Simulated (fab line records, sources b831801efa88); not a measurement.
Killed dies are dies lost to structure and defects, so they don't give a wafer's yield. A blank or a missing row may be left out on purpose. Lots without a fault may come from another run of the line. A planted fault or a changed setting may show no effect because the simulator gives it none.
One fault seen from 2 desks | flow sky130 | each desk has only its own numbers; what lay behind them comes last

THE METROLOGY DESK
What the gauges read, lot by lot, whatever tool the lot ran on: means of the sampled wafers that have a number. A lot is out of limits, marked OUT, if its mean lies more than 4 standard deviations from the usual mean; the brackets give that distance.
Columns: A = NWELL_RS at SKY_NWELL_RS_MEAS_29, usual 624.6 ohm/sq
lot  | first seen here | A
L414 | day 5 06:31     | 624.4
L415 | day 5 10:21     | 624.1
L419 | day 6 17:26     | 624.4
L422 | day 7 05:45     | 624.6
L423 | day 7 12:10     | 629.5
L424 | day 7 20:22     | 630.1
L425 | day 8 05:05     | 627.8
L426 | day 8 12:02     | 623.5
L429 | day 8 23:44     | 623.6
L431 | day 9 13:18     | 623.6
L433 | day 10 03:38    | 624.9
L436 | day 10 22:26    | 624.1
This desk's finding: nothing out of limits on any of the 12 lots.

THE TOOL OWNER'S DESK: implanter-01
The tool's own readings at SKY_NWELL_IMPLANT_11: means of the sampled wafers that have a number, for each lot that ran on this tool. A lot is out of limits, marked OUT, if its mean lies more than 4 standard deviations from the usual mean; the brackets give that distance.
Columns: A = dose_ions_cm2 at SKY_NWELL_IMPLANT_11, usual 1.9004e+13
lot  | first seen here | A
L415 | day 4 16:05     | 1.9009e+13
L422 | day 6 09:14     | 1.9023e+13
L423 | day 6 16:11     | 1.8713e+13 (-16) OUT
L424 | day 6 23:56     | 1.8686e+13 (-18) OUT
L425 | day 7 07:59     | 1.8712e+13 (-16) OUT
L436 | day 9 23:23     | 1.8999e+13
This desk's finding: out of limits on L423, L424, L425; first on L423, day 6 16:11 (dose_ions_cm2 at SKY_NWELL_IMPLANT_11). In limits: L415, L422, L436.

PUT TOGETHER
The tool owner's desk could have raised an alarm at day 6 16:11, on L423, L424, L425.
The metrology desk saw nothing out of limits.
The metrology desk has L423, L424, L425 on record, within its limits.
Of the lots named, all ran SKY_NWELL_IMPLANT_11 on implanter-01.

WHAT THE SIMULATOR HAD PUT IN
Process parameter drift: implanter-01, from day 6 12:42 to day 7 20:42, at SKY_NWELL_IMPLANT_11. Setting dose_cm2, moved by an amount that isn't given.
Lots struck among those shown: L423, L424, L425.
Hours from the fault's start to each desk's first reading out of limits: the tool owner's desk, 3.
